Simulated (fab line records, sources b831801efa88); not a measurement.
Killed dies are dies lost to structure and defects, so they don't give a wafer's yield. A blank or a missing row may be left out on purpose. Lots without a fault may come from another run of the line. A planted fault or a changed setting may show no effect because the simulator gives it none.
Chamber matching | flow sky130 | SKY_VIA2_HDPCVD_00 on hdpcvd-01: 3 sister chambers
The step deposits SiO2, target thk 1180 nm, time 196.7 s. 16 wafers are shown with their chamber, then 8 later ones without.

WAFERS WITH THEIR CHAMBER
wafer  | chamber | run_length_s (s)
L550.1 | 2       | 225.5
L550.3 | 1       | 224.6
L550.5 | 1       | 224.4
L552.3 | 2       | 225.4
L552.5 | 2       | 225.9
L552.6 | 1       | 224.7
L554.1 | 2       | 225.2
L554.2 | 0       | 224.3
L554.3 | 1       | 224.4
L556.1 | 0       | 224.8
L556.2 | 1       | 224.9
L556.3 | 2       | 225.4
L566.1 | 1       | 224.8
L566.5 | 1       | 224.3
L566.6 | 2       | 225.2
L569.2 | 1       | 224.3

SIGNATURES (means of the wafers above)
reading      | chamber 0 | chamber 1 | chamber 2 | scatter within a chamber
run_length_s | 224.550   | 224.550   | 225.433   | 0.254
Rule: a wafer's distance from a chamber is the root of the sum, over the readings, of the square of ((its reading less the chamber's mean) divided by the reading's scatter). The wafer belongs to the nearest chamber; if the next one is less than 2 further off, it can't be placed. The scatter: the root of (the sum of the squares of (reading less its chamber's mean) over the shown wafers, divided by (wafers less chambers)).

WAFERS WITHOUT THEIR CHAMBER
wafer  | run_length_s (s)
L569.3 | 224.8
L569.6 | 225.5
L570.2 | 224.7
L570.3 | 225.4
L570.6 | 224.9
L572.1 | 225.0
L572.3 | 225.9
L572.5 | 224.4

WHICH CHAMBER EACH WENT THROUGH
wafer  | from the rows above          | in truth
L569.3 | can't be placed: 0 or 1 or 2 | 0
L569.6 | 2                            | 2
L570.2 | can't be placed: 0 or 1      | 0
L570.3 | 2                            | 2
L570.6 | can't be placed: 0 or 1 or 2 | 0
L572.1 | can't be placed: 2 or 0 or 1 | 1
L572.3 | 2                            | 2
L572.5 | can't be placed: 0 or 1      | 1
Placed correctly: 3 of 8. Can't be placed from these rows: 5 (the true chamber is among the candidates in 5). Placed wrongly: 0.
